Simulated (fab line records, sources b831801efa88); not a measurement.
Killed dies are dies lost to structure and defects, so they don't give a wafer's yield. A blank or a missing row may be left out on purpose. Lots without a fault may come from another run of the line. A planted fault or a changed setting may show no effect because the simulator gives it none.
Which tool did it? | flow gf180mcu | 12 lots, 36 wafers sampled, at 4 steps of a route of 602

WHAT THE GAUGES READ, wafer by wafer
The record holds no reading of a measuring or inspecting step that can be judged against a usual standard deviation.

WHICH TOOL RAN EACH LOT (tool, then ch and the chambers of the sampled wafers, then the start)
lot  | GF_V2_ETCH_16                      | GF_M3_SPUTTER_00             | GF_V3_STRIP_18                       | GF_M4_SPUTTER_00
L332 | rie_diel-04 ch 0,1,3, day 20 22:46 | pvd_sputter-03, day 21 00:16 | plasma_asher-03 ch 0,1, day 23 00:53 | pvd_sputter-01, day 23 02:07
L335 | rie_diel-01 ch 1,3, day 22 00:10   | pvd_sputter-01, day 22 01:31 | plasma_asher-04 ch 0,1, day 24 00:46 | pvd_sputter-01, day 24 02:00
L336 | rie_diel-02 ch 0,1,2, day 22 02:09 | pvd_sputter-01, day 22 03:34 | plasma_asher-01 ch 0,1, day 24 02:49 | pvd_sputter-02, day 24 04:01
L339 | rie_diel-02 ch 0,1,3, day 23 09:25 | pvd_sputter-01, day 23 10:46 | plasma_asher-03 ch 0,1, day 25 08:04 | pvd_sputter-01, day 25 09:26
L340 | rie_diel-04 ch 2,3, day 23 11:51   | pvd_sputter-01, day 23 13:13 | plasma_asher-04 ch 0,1, day 25 10:56 | pvd_sputter-01, day 25 12:10
L341 | rie_diel-01 ch 2,3, day 23 22:45   | pvd_sputter-03, day 24 00:07 | plasma_asher-04 ch 0,1, day 25 21:43 | pvd_sputter-02, day 25 22:57
L342 | rie_diel-01 ch 0,2,3, day 24 03:21 | pvd_sputter-04, day 24 04:43 | plasma_asher-01 ch 1, day 26 02:32   | pvd_sputter-01, day 26 03:47
L350 | rie_diel-02 ch 0,2, day 26 19:03   | pvd_sputter-01, day 26 20:25 | plasma_asher-01 ch 0, day 28 13:47   | pvd_sputter-02, day 28 15:01
L351 | rie_diel-02 ch 0,1,3, day 27 00:24 | pvd_sputter-03, day 27 01:46 | plasma_asher-03 ch 0,1, day 28 19:04 | pvd_sputter-01, day 28 20:17
L352 | rie_diel-04 ch 0,1,3, day 27 10:48 | pvd_sputter-04, day 27 12:24 | plasma_asher-03 ch 0,1, day 29 05:34 | pvd_sputter-02, day 29 06:48
L353 | rie_diel-02 ch 0,2,3, day 27 19:43 | pvd_sputter-03, day 27 21:29 | plasma_asher-04 ch 0,1, day 29 14:31 | pvd_sputter-02, day 29 15:44
L354 | rie_diel-02 ch 0,3, day 28 00:09   | pvd_sputter-03, day 28 01:31 | plasma_asher-01 ch 0,1, day 29 17:46 | pvd_sputter-03, day 29 18:58
- GF_V2_ETCH_16: etches BARC in N2/H2.
- GF_M3_SPUTTER_00: material Ti, target thk 37.5 nm, time 150 s.
- GF_V3_STRIP_18: strips in O2/N2.
- GF_M4_SPUTTER_00: material Ti, target thk 37.5 nm, time 150 s.

WHAT THE TOOLS THEMSELVES READ (means of the sampled wafers that have a number; where no wafer has one, the mark that the record gives instead)
GF_V2_ETCH_16. Usual: drypump_motor_current_A 5.7 A, standard deviation 0.37; h2_flow_sccm 200.0 sccm, standard deviation 0.58; oes_product_au 0.856 a.u., standard deviation 0.0046; throttle_valve_pct 13.224 %, standard deviation 0.0092.
lot  | tool        | drypump_motor_current_A (A) | h2_flow_sccm (sccm) | oes_product_au (a.u.) | throttle_valve_pct (%) | flag
L332 | rie_diel-04 | 5.6                         | 200.0               | 0.858                 | 13.211                 |
L335 | rie_diel-01 | 5.4                         | 199.6               | 0.859                 | 13.225                 |
L336 | rie_diel-02 | 5.7                         | 200.5               | 0.856                 | 13.221                 |
L339 | rie_diel-02 | 5.8                         | 199.5               | 0.853                 | 13.227                 |
L340 | rie_diel-04 | 5.5                         | 200.4               | 0.856                 | 13.222                 |
L341 | rie_diel-01 | 6.0                         | 200.1               | 0.858                 | 13.225                 |
L342 | rie_diel-01 | 6.0                         | 199.6               | 0.858                 | 13.216                 |
L350 | rie_diel-02 | 5.4                         | 200.1               | 0.857                 | 13.229                 |
L351 | rie_diel-02 | 5.8                         | 200.0               | 0.852                 | 13.222                 |
L352 | rie_diel-04 | 5.5                         | 200.5               | 0.859                 | 13.224                 |
L353 | rie_diel-02 | 5.6                         | 199.7               | 0.853                 | 13.218                 |
L354 | rie_diel-02 | 5.5                         | 200.3               | 0.854                 | 13.225                 |

GF_M3_SPUTTER_00. Usual: cathode_dc_power_W 4000.0 W, standard deviation 0.76; chamber_pressure_pa 2.000 Pa, standard deviation 0.0042; throttle_valve_pct 30.2 %, standard deviation 0.69.
lot  | tool           | cathode_dc_power_W (W) | chamber_pressure_pa (Pa) | throttle_valve_pct (%) | flag
L332 | pvd_sputter-03 | 4000.2                 | 1.999                    | 30.1                   |
L335 | pvd_sputter-01 | 3999.5                 | 2.004                    | 29.8                   |
L336 | pvd_sputter-01 | 4000.4                 | 1.997                    | 29.9                   |
L339 | pvd_sputter-01 | 3999.6                 | 1.999                    | 29.5                   |
L340 | pvd_sputter-01 | 3999.5                 | 2.002                    | 29.5                   |
L341 | pvd_sputter-03 | 4000.6                 | 2.006                    | 29.8                   |
L342 | pvd_sputter-04 | 3999.8                 | 1.999                    | 30.2                   |
L350 | pvd_sputter-01 | 4000.2                 | 2.003                    | 29.9                   |
L351 | pvd_sputter-03 | 4000.0                 | 2.003                    | 30.8                   |
L352 | pvd_sputter-04 | 4000.8                 | 1.997                    | 30.0                   |
L353 | pvd_sputter-03 | 4000.4                 | 1.996                    | 30.4                   |
L354 | pvd_sputter-03 | 4000.1                 | 2.000                    | 30.6                   |

GF_V3_STRIP_18. Usual: drypump_motor_current_A 5.9 A, standard deviation 0.4; heater_power_w 328 W, standard deviation 8.5; oes_product_au 0.593 a.u., standard deviation 0.0052.
lot  | tool            | drypump_motor_current_A (A) | heater_power_w (W) | oes_product_au (a.u.) | flag
L332 | plasma_asher-03 | 5.8                         | 330                | 0.596                 |
L335 | plasma_asher-04 | 6.4                         | 333                | 0.596                 |
L336 | plasma_asher-01 | 5.5                         | 326                | 0.591                 |
L339 | plasma_asher-03 | 5.8                         | 328                | 0.597                 |
L340 | plasma_asher-04 | 6.1                         | 325                | 0.596                 |
L341 | plasma_asher-04 | 6.2                         | 328                | 0.595                 |
L342 | plasma_asher-01 | 5.4                         | 335                | 0.594                 |
L350 | plasma_asher-01 | 5.5                         | 322                | 0.596                 |
L351 | plasma_asher-03 | 5.9                         | 316                | 0.598                 |
L352 | plasma_asher-03 | 5.8                         | 327                | 0.589                 |
L353 | plasma_asher-04 | 6.4                         | 334                | 0.592                 |
L354 | plasma_asher-01 | 5.4                         | 329                | 0.594                 |

GF_M4_SPUTTER_00. Usual: cathode_dc_power_W 4000.1 W, standard deviation 0.67; chamber_pressure_pa 1.999 Pa, standard deviation 0.0041; throttle_valve_pct 29.9 %, standard deviation 0.98.
lot  | tool           | cathode_dc_power_W (W) | chamber_pressure_pa (Pa) | throttle_valve_pct (%) | flag
L332 | pvd_sputter-01 | 4000.1                 | 2.000                    | 30.0                   |
L335 | pvd_sputter-01 | 4000.1                 | 2.000                    | 29.5                   |
L336 | pvd_sputter-02 | 3999.4                 | 2.001                    | 29.9                   |
L339 | pvd_sputter-01 | 4001.0                 | 1.998                    | 29.6                   |
L340 | pvd_sputter-01 | -                      | -                        | -                      | OFF
L341 | pvd_sputter-02 | -                      | -                        | -                      | OFF
L342 | pvd_sputter-01 | -                      | -                        | -                      | OFF
L350 | pvd_sputter-02 | 3999.5                 | 2.002                    | 28.3                   |
L351 | pvd_sputter-01 | 4000.2                 | 1.998                    | 30.0                   |
L352 | pvd_sputter-02 | 3999.7                 | 2.002                    | 29.9                   |
L353 | pvd_sputter-02 | 4000.0                 | 1.998                    | 28.3                   |
L354 | pvd_sputter-03 | 4000.2                 | 2.001                    | 30.8                   |

THE ANSWER, worked out from the rows above alone
Rule: a lot is off if the mean of its wafers that have a number lies more than 3 standard deviations from the usual mean. A lot without any number at a reading at which 4 lots or more have one is off too. The other lots that the step has rows for count as sound. The gauges are gone through in route order, then the tools' own readings, and for those a lot's mean is taken as printed above. The first step at which some lot is off is used, and at that step the reading that is off furthest; a lot without a number counts as furthest.
Off: L340, L341, L342, at GF_M4_SPUTTER_00 (cathode_dc_power_W). Without a number there: L340, L341, L342.
A tool fits if, at that step or a process step before it, it ran every lot that is off, and no sound lot after the first of them. None of those tried fits.

WHAT THE SIMULATOR HAD PUT IN
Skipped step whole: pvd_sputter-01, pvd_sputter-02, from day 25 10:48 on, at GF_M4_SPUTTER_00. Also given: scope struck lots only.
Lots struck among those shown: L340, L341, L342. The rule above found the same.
